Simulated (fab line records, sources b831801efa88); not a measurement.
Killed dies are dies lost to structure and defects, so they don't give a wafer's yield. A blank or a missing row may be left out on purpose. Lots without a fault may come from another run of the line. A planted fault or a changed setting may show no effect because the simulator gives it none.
fab line records | flow sky130
record lots=6 wafers=18 last_day=50
route steps=708 shown CONTACT@412 PAD_OPEN@708
lots that met no fault: from a run of the same line without faults
start_h: hours from the record's first day to the start of the lot's first wafer shown | wait_h: hours since the lot's step before | " the same as in the row above | L1.1+2: a row that stands for several wafers | - no value, or no start given | * or withheld: withheld | < > ~ a bound
route shown NAME@n: a module of which the file shows steps, and the number in the route of the first | usual: mean/standard deviation of fault-free wafers | same: alike in all rows | chamber/n: place in a boat | sites: the reading at each site | _std_site: their standard deviation | _edge_site: outer sites' mean less inner sites' | radius_mm: how far each site lies from the wafer's centre | mask NAME#n: copy n | behind: the tool/chamber that last shaped the wafer | hold: why the lot was held/for how many hours/how that ended | device: the transistor (n, p or np) that didn't switch | end of line: the same wafers' tests at the end of the route | a step without rows: its recipe alone | killed: dies lost to structure and defects at the first sort, not the wafer's yield | map: a wafer's dies, x killed, . not, _ none there
set.NAME: the setting as run; set.NAME@STEP: as run at that earlier step | model.NAME: the simulator's own value behind a step, which no gauge read
lots at some steps of the route; a table a step, a row a wafer
services: from which hour (start_h, from the record's first day; less than 0 if before it) a tool's chamber was out of use, for how many hours, and why
## steps
# step SKY_CONTACT_DEHYDRATE_06
# recipe temp_c=200 time_s=60
# step SKY_CONTACT_HMDS_07
# recipe prime_time_s=60 prime_temp_c=120
# step SKY_CONTACT_COAT_08
# recipe resist=BARC temp_c=withheld time_s=withheld spin_rpm=3000 resist_thk_nm=60
# step SKY_CONTACT_COAT_09
# recipe resist=KrF-thick spin_rpm=3000 resist_thk_nm=450
# step SKY_CONTACT_SOFTBAKE_10
# recipe temp_c=100 time_s=90 resist=KrF-thick
# step SKY_CONTACT_EXPOSE_11
# recipe mask_id=CTM1 na=0.8 source_shape=annular sigma_inner=0.55 sigma_outer=0.85 target_cd_nm=170 dose_mj=38
# step SKY_CONTACT_PEB_12
# recipe peb_temp_c=withheld peb_time_s=withheld resist=KrF-thick
# step SKY_CONTACT_DEVELOP_13
# recipe develop_time_s=60 resist=KrF-thick dev_temp_c=21
# step SKY_CONTACT_CD_MEAS_14
# recipe target_cd_nm=170
# usual cd_nm=169.7/1.6
# columns lot.wafer tool chamber start_h wait_h cd_nm
L760.1 cd_sem-01 - 774.60 - 170.5
L760.3 " - " " 169.9
L760.4 " - " " 169.4
L762.1 cd_sem-02 - 800.01 - 170.3
L762.5 " - " " 169.6
L762.6 " - " " 169.3
L767.2 cd_sem-01 - 830.18 - 171.9
L767.3 " - " " 171.0
L767.6 " - " " 169.8
L770.1 cd_sem-01 - 850.90 - 170.9
L770.4 " - " " 169.8
L770.6 " - " " 170.1
L774.2 cd_sem-02 - 882.34 - 168.2
L774.5 " - " " 168.4
L774.6 " - " " 166.9
L776.2 cd_sem-02 - 892.33 - 169.7
L776.3 " - " " 170.1
L776.4 " - " " 170.0
# step SKY_CONTACT_OVL_MEAS_15
# usual CONTACT_OVL=2/5.9
# columns lot.wafer tool chamber start_h wait_h CONTACT_OVL[nm]
L760.1 overlay-02 - 774.72 0.1 0
L760.3 " - " " -5
L760.4 " - " " -5
L762.1 overlay-01 - 800.13 0.1 1
L762.5 " - " " -12
L762.6 " - " " -13
L767.2 overlay-01 - 830.28 0.1 0
L767.3 " - " " 0
L767.6 " - " " 5
L770.1 overlay-01 - 851.02 0.1 8
L770.4 " - " " 1
L770.6 " - " " 8
L774.2 overlay-01 - 882.44 0.1 4
L774.5 " - " " 4
L774.6 " - " " 7
L776.2 overlay-02 - 892.43 0.1 2
L776.3 " - " " 4
L776.4 " - " " 11
# step SKY_CONTACT_ETCH_16
# recipe chemistry=N2/H2 target=BARC ion_energy_ev=200 source_w=500 bias_w=100 pressure_mtorr=30 n2_flow_sccm=100 h2_flow_sccm=200 stop_on=SiO2 time_s=45.9 target_depth_a=600
# usual bias_w=99.95/0.3 drypump_motor_current_A=5.7/0.36 oes_product_au=0.855/0.0049 throttle_valve_pct=13.225/0.0089
# columns lot.wafer tool chamber start_h wait_h bias_w drypump_motor_current_A oes_product_au rf_hours_counter_h throttle_valve_pct
L760.1 rie_diel-01 1 774.75 0.0 99.34 5.9 0.865 9 13.222
L760.3 " 0 " " 100.13 6.4 0.858 24 13.224
L760.4 " 3 " " 99.56 6.0 0.858 0 13.223
L762.1 rie_diel-04 2 800.16 0.0 99.67 5.2 0.855 5 13.222
L762.5 " 2 " " 99.63 5.3 0.857 - 13.222
L762.6 " 1 " " 99.66 5.5 0.860 - 13.223
L767.2 rie_diel-04 1 830.31 0.0 99.95 5.5 0.852 2 13.231
L767.3 " 2 " " 100.92 5.3 0.861 6 13.224
L767.6 " 3 " " 99.73 5.5 0.861 - 13.213
L770.1 rie_diel-04 1 851.05 0.0 99.73 5.4 0.856 2 13.214
L770.4 " 2 " " 100.22 5.2 0.854 7 13.217
L770.6 " 2 " " 100.11 5.3 0.846 - 13.234
L774.2 rie_diel-03 2 882.47 0.0 99.70 5.8 0.856 6 13.242
L774.5 " 2 " " 100.12 5.8 0.852 - 13.223
L774.6 " 1 " " 100.10 6.1 0.845 - 13.225
L776.2 rie_diel-01 2 892.46 0.0 99.44 5.3 0.856 18 13.226
L776.3 " 1 " " 100.12 5.9 0.852 13 13.215
L776.4 " 3 " " 100.04 6.0 0.854 4 13.234
# step SKY_CONTACT_ETCH_17
# recipe target=SiO2 chemistry=C4F8/O2/Ar stop_on=Si3N4 mask_material=KrF-thick source_w=1500 bias_w=1200 pressure_mtorr=40 c4f8_flow_sccm=withheld O2_flow_sccm=6 Ar_flow_sccm=300 time_s=withheld target_depth_a=3400
# usual bias_w=1201/3.5 oes_product_au=0.892/0.0049
# columns lot.wafer tool chamber start_h wait_h bias_w oes_product_au
L760.1 rie_diel-01 1 774.80 0.0 1199 0.890
L760.3 " 0 " " 1205 0.895
L760.4 " 3 " " 1196 0.895
L762.1 rie_diel-04 2 800.21 0.0 1195 0.892
L762.5 " 2 " " 1201 0.895
L762.6 " 1 " " 1197 0.897
L767.2 rie_diel-04 1 830.36 0.0 1204 0.899
L767.3 " 2 " " 1204 0.895
L767.6 " 3 " " 1200 0.885
L770.1 rie_diel-04 1 851.10 0.0 1200 0.889
L770.4 " 2 " " 1204 0.889
L770.6 " 2 " " 1204 0.902
L774.2 rie_diel-03 2 882.52 0.0 1204 0.898
L774.5 " 2 " " 1210 0.899
L774.6 " 1 " " 1199 0.893
L776.2 rie_diel-01 2 892.51 0.0 1201 0.897
L776.3 " 1 " " 1196 0.896
L776.4 " 3 " " 1203 0.890
# step SKY_CONTACT_ETCH_18
# recipe target=Si3N4 chemistry=CHF3/O2 stop_on=TiN source_w=600 bias_w=200 pressure_mtorr=40 chf3_flow_sccm=50 O2_flow_sccm=5 time_s=39 target_depth_a=750
# usual bias_w=200.1/0.58 drypump_motor_current_A=5.7/0.36 oes_product_au=0.854/0.0071 throttle_valve_pct=8.792/0.0094
# columns lot.wafer tool chamber start_h wait_h bias_w drypump_motor_current_A oes_product_au rf_hours_counter_h throttle_valve_pct model.KrF-thick_of_CONTACT_COAT_09.thk_nm model.TiN_of_LOCAL_INTERCONNECT_SPUTTER_00.thk_nm
L760.1 rie_diel-01 1 774 - 199.3 5.9 0.843 9 8.799 241 99.4
L760.3 " 0 " " 199.1 6.4 0.855 24 8.787 239.1 100.3
L760.4 " 3 " " 199.7 6.0 0.852 0 8.792 243.7 99.56
L762.1 rie_diel-04 2 800 - 199.6 5.3 0.844 5 8.797 242.8 99.6
L762.5 " 2 " " 200.5 5.3 0.860 - 8.793 241.8 99.62
L762.6 " 1 " " 200.0 5.4 0.845 - 8.784 239.1 100.1
L767.2 rie_diel-04 1 830 - 357.2 5.4 0.867 2 8.801 223.1 97.32
L767.3 " 2 " " 357.3 5.3 0.859 7 8.792 223.7 97.87
L767.6 " 3 " " 357.7 5.5 0.853 - 8.801 223.5 98.96
L770.1 rie_diel-04 1 851 - 357.4 5.4 0.850 2 8.778 225.3 99.06
L770.4 " 2 " " 357.1 5.2 0.859 7 8.795 225.4 98.62
L770.6 " 2 " " 357.0 5.3 0.853 - 8.804 225 98.32
L774.2 rie_diel-03 2 882 - 199.9 5.8 0.844 6 8.790 240.7 98.72
L774.5 " 2 " " 199.3 5.8 0.855 - 8.811 240.8 98.38
L774.6 " 1 " " 200.1 6.1 0.860 - 8.808 242 98.45
L776.2 rie_diel-01 2 892 - 201.6 5.3 0.847 18 8.794 240.6 101.6
L776.3 " 1 " " 200.4 5.9 0.852 14 8.782 240.1 100.9
L776.4 " 3 " " 201.7 6.0 0.858 4 8.788 243.3 100.2
# step SKY_CONTACT_STRIP_19
# recipe chemistry=O2/N2 power_w=1400 pressure_mtorr=1500 platen_temp_c=withheld o2_flow_sccm=3000 n2_flow_sccm=300 overash_fraction=0.5
# usual drypump_motor_current_A=6.0/0.62 oes_product_au=0.381/0.0046 strip_time_to_endpoint_s=3.613/0.024
# columns lot.wafer tool chamber start_h wait_h drypump_motor_current_A oes_product_au rf_hours_counter_h strip_time_to_endpoint_s
L760.1 plasma_asher-04 0 774.89 - 5.1 0.382 35 3.607
L760.3 " 1 " " 6.7 0.369 - 3.569
L760.4 " 0 " " 5.1 0.382 - 3.620
L762.1 plasma_asher-02 0 800.30 - 5.8 0.380 96 3.623
L762.5 " 1 " " 6.5 0.380 - 3.610
L762.6 " 0 " " 5.8 0.379 - 3.587
L767.2 plasma_asher-04 1 830.45 - 6.7 0.377 40 3.393
L767.3 " 1 " " 6.7 0.372 - 3.412
L767.6 " 0 " " 5.1 0.375 - 3.414
L770.1 plasma_asher-02 0 851.19 - 5.8 0.379 101 3.437
L770.4 " 0 " " 5.8 0.370 - 3.424
L770.6 " 1 " " 6.5 0.373 - 3.426
L774.2 plasma_asher-04 1 882.61 - 6.7 0.375 46 3.601
L774.5 " 1 " " 6.7 0.390 - 3.597
L774.6 " 0 " " 5.1 0.379 - 3.604
L776.2 plasma_asher-04 1 892.60 - 6.7 0.378 47 3.591
L776.3 " 1 " " 6.7 0.379 - 3.601
L776.4 " 0 " " 5.2 0.388 - 3.633
# step SKY_CONTACT_STRIP_20
# recipe chemistry=post_etch_residue_remover time_s=1200 temp_c=72.5
# step SKY_PAD_OPEN_PROBE_99
# usual killed_at_M0_to_M3=44/7.4 killed_at_M4_up=3.1/1.8 killed_at_contacts=24/5.6 killed_at_front_end=15/4.9 killed_at_other=0.4/0.59 killed_dies=87/9.8 killed_on_rim=17/4 killed_open=47/7.2 killed_short=39/6.8
# same gross_dies=492 killed_at_back_side=0
# columns lot.wafer tool chamber start_h wait_h killed_at_M0_to_M3 killed_at_M4_up killed_at_contacts killed_at_front_end killed_at_other killed_dies killed_on_rim killed_open killed_short
L760.1 prober-02 - 1109.09 0.1 37 8 22 28 0 95 18 49 45
L760.3 prober-02 - 1109.19 0.2 55 2 22 22 1 102 17 45 55
L760.4 prober-02 - 1109.24 0.2 46 2 24 16 2 90 16 52 36
L762.1 prober-02 - 1125.95 0.1 35 1 27 15 0 78 13 43 33
L762.5 prober-02 - 1126.15 0.2 44 3 28 18 0 93 15 47 45
L762.6 prober-02 - 1126.20 0.2 37 4 20 15 0 76 11 33 42
L767.2 prober-01 - 1148.49 0.1 45 3 21 10 0 79 23 47 32
L767.3 prober-01 - 1148.54 0.2 44 3 23 21 0 91 24 52 39
L767.6 prober-01 - 1148.69 0.2 44 4 23 20 2 93 15 49 43
# killed by level:class
L760.1 VIA1:geometric_particle:open=16 POLY_GATE:geometric_particle:short=9 CONTACT:geometric_particle:open=6 LI_CONTACT:geometric_particle:short=6 LI_CONTACT:geometric_particle:open=6 METAL4:geometric_particle:short=6 FIELD_ISO:geometric_particle:open=5 VIA2:geometric_particle:open=5
L760.3 METAL2:geometric_particle:short=10 VIA2:geometric_particle:open=10 VIA1:geometric_particle:short=9 CONTACT:geometric_particle:open=8 CONTACT:geometric_particle:short=6 VIA2:geometric_particle:short=5 FIELD_ISO:geometric_particle:short=5 METAL1:geometric_particle:short=5
L760.4 CONTACT:geometric_particle:open=12 VIA1:geometric_particle:open=10 VIA2:geometric_particle:open=9 VIA3:geometric_particle:open=8 METAL1:geometric_particle:short=7 FIELD_ISO:geometric_particle:short=4 LI_CONTACT:geometric_particle:short=4 LI_CONTACT:geometric_particle:open=4
L762.1 VIA1:geometric_particle:open=10 LOCAL_INTERCONNECT:geometric_particle:short=9 LI_CONTACT:geometric_particle:open=8 VIA3:geometric_particle:open=8 FIELD_ISO:geometric_particle:short=5 FIELD_ISO:geometric_particle:open=4 CONTACT:geometric_particle:open=4 METAL2:geometric_particle:short=4
L762.5 CONTACT:geometric_particle:open=11 VIA1:geometric_particle:open=9 POLY_GATE:geometric_particle:short=8 VIA3:geometric_particle:open=8 CONTACT:geometric_particle:short=7 VIA1:geometric_particle:short=7 METAL1:geometric_particle:short=6 LI_CONTACT:geometric_particle:open=6
L762.6 VIA1:geometric_particle:short=8 CONTACT:geometric_particle:open=8 VIA1:geometric_particle:open=6 VIA3:geometric_particle:open=5 CONTACT:geometric_particle:short=5 POLY_GATE:geometric_particle:short=4 LI_CONTACT:geometric_particle:open=4 VIA3:geometric_particle:short=4
L767.2 VIA1:geometric_particle:open=11 LI_CONTACT:geometric_particle:open=8 VIA3:geometric_particle:open=7 VIA2:geometric_particle:open=4 METAL2:geometric_particle:short=4 POLY_GATE:geometric_particle:open=3 LI_CONTACT:geometric_particle:short=3 LOCAL_INTERCONNECT:geometric_particle:short=3
L767.3 VIA2:geometric_particle:open=9 FIELD_ISO:geometric_particle:short=7 METAL2:geometric_particle:short=7 CONTACT:geometric_particle:open=7 VIA1:geometric_particle:open=7 VIA3:geometric_particle:open=7 FIELD_ISO:geometric_particle:open=6 LI_CONTACT:geometric_particle:open=6
L767.6 VIA3:geometric_particle:open=11 FIELD_ISO:geometric_particle:short=7 VIA2:geometric_particle:open=7 LI_CONTACT:geometric_particle:open=6 CONTACT:geometric_particle:short=6 VIA1:geometric_particle:open=6 METAL1:geometric_particle:short=5 POLY_GATE:geometric_particle:open=4
## services
# columns tool chamber start_h hours kind
rie_diel-04 1 752.00 - clean
rie_diel-04 1 752.00 13.2 scheduled_down
rie_diel-04 1 752.00 13.2 vent_cycle
rie_diel-04 1 815.87 11.8 repair
rie_diel-01 3 832.08 8.4 repair
rie_diel-04 - 840.35 2.5 repair
rie_diel-03 0 846.31 8.6 repair
rie_diel-01 0 860.49 - clean
rie_diel-01 0 860.49 16.2 scheduled_down
rie_diel-01 0 860.49 16.2 vent_cycle
## key
first_sign step=SKY_CONTACT_ETCH_18 reading=bias_w direction=up sigmas=99+ usual=200.1 struck=357.3
effect step=SKY_CONTACT_STRIP_19 reading=strip_time_to_endpoint_s direction=down sigmas=8.1 usual=* struck=*
model_effect step=SKY_CONTACT_ETCH_18 value=KrF-thick_of_CONTACT_COAT_09.thk_nm without=243.6 struck=224.4
met_at SKY_CONTACT_ETCH_18
struck_wafers L767.2,L767.3,L767.6,L770.1,L770.4,L770.6
tester_left_out L767,L770
onset_between 800 830
fault kind=process_parameter_drift tool=rie_diel-04 chamber=- onset_h=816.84 steps=SKY_CONTACT_ETCH_18 channel=bias_w offset=156.66 shape=step end_h=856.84 acts_in=these_recipes_only stated=200
# tester_left_out: of these lots the tester's yield and bins aren't shown, on N5 and GAA mostly nor the transistor test; their killed dies are dies lost to structure and defects alone, not to doping, threshold or leakage, so they don't give the yield
